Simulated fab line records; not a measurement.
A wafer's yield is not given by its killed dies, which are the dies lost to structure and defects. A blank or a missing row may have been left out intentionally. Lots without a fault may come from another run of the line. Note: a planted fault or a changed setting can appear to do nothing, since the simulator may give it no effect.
8D (eight disciplines) problem report, filled in by code | flow gf180mcu | the parts of the form that need people (team, actions taken, sign-off) are left out

1. WHAT WENT WRONG
PSD_TW at GF_PSD_TW_MEAS_11 reads a mean of 30 on 3 wafers of 1 lot; wafers without a fault read 3186 with a standard deviation of 23. That is -99 or more standard deviations from the usual mean.
Earliest sighting: wafer L931.4 on filmMetro-01 at day 19 22:00. At this step, 39 wafers from 13 lots have a number in the record. The rule behind "out" and "out of limits": a value lying over 4 standard deviations away from the usual mean. The other wafers with a number count as sound.

2. WHAT IT IS AND WHAT IT IS NOT
question                    | is                     | is not
which readings at this step | PSD_TW                 | -
which lots                  | L931                   | L916, L917, L918, L919, L920, L921, L922, L925, L927, L930, L937, L938
which wafers of those lots  | all that have a number | -
read on which gauges        | filmMetro-01           | filmMetro-02, filmMetro-04
when                        | from day 19 22:00      | up to then (30 sound wafers); but 6 sound wafers of L937, L938 came after

3. WHAT RULES OUT EACH SUSPECT
Counting: a tool at a process step up to the reading stays a suspect if it ran every lot that is out and no sound lot after the first of them.
- the gauge at GF_PSD_TW_MEAS_11: ruled out. All the wafers that are out were read on filmMetro-01, but those of them that GF_PSD_STRIP_10 has rows for are out there too, on other tools.
- rtpAnneal-02 at GF_HV_LDD_RTA_52 (time 10 s): ruled out as a lasting fault. Following L931 (day 17 19:29), the first lot on it that is out, the sound lots L937 were run on it.
- plasmaAsher-04 at GF_NSD_STRIP_11 (strips in O2/N2): kept. It ran the lot that is out, L931 (day 18 21:37), and no sound lot after that; its last sound lot up to then is L930 (day 18 18:07).
- plasmaAsher-03 at GF_PSD_STRIP_10 (strips in O2/N2): kept. It ran the lot that is out, L931 (day 19 21:55), and no sound lot after that; its last sound lot up to then is L922 (day 16 19:13). Its own oesProductAu, stripTimeToEndpointS readings are out on those wafers.
After counting, plasmaAsher-04 at GF_NSD_STRIP_11 and plasmaAsher-03 at GF_PSD_STRIP_10 remain.

4. THE CAUSE (what the simulator had put in)
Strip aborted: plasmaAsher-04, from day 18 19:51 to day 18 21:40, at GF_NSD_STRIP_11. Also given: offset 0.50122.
Of the 2 suspects that counting leaves, this tool is one.

5. THE EFFECT CHAIN, in route order
Rows list readings where the struck wafers' mean (over those with a number) sits beyond 3 standard deviations from the usual. Only readings whose record carries a usual standard deviation are examined. hours: median over the lots of the time between each lot's start at the first step of this table that gives one and its start at this step. sigmas: the change, counted in usual standard deviations.
hours | step              | reading              | usual      | on struck wafers | change | sigmas
0     | GF_PSD_STRIP_10   | oesProductAu         | 0.592 a.u. | 0.626            | +0.034 | +7.8
0     | GF_PSD_STRIP_10   | stripTimeToEndpointS | 16.53 s    | 22.50            | +5.97  | +99 or more
0     | GF_PSD_TW_MEAS_11 | PSD_TW               | 3186       | 30               | -3156  | -99 or more
Here are the process steps it includes:
- GF_PSD_STRIP_10: strips in O2/N2.
Readings that are blank on the struck wafers while sound wafers have them: stripTimeToEndpointS at GF_NSD_STRIP_11.
At these later measuring or inspecting steps, every struck wafer for which the step has a row has a number for every such reading, and none has moved that far: GF_SAB_THK_MEAS_01.

6. WHAT WOULD HAVE CAUGHT IT SOONER
In this record the first reading out of limits at a measuring or inspecting step was taken at day 19 22:00, 26 hours after the fault began at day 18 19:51.
All the lots that are out (1) had begun GF_NSD_STRIP_11 on plasmaAsher-04 by day 19 22:00. A hold on the tool at that time would have spared none of them.
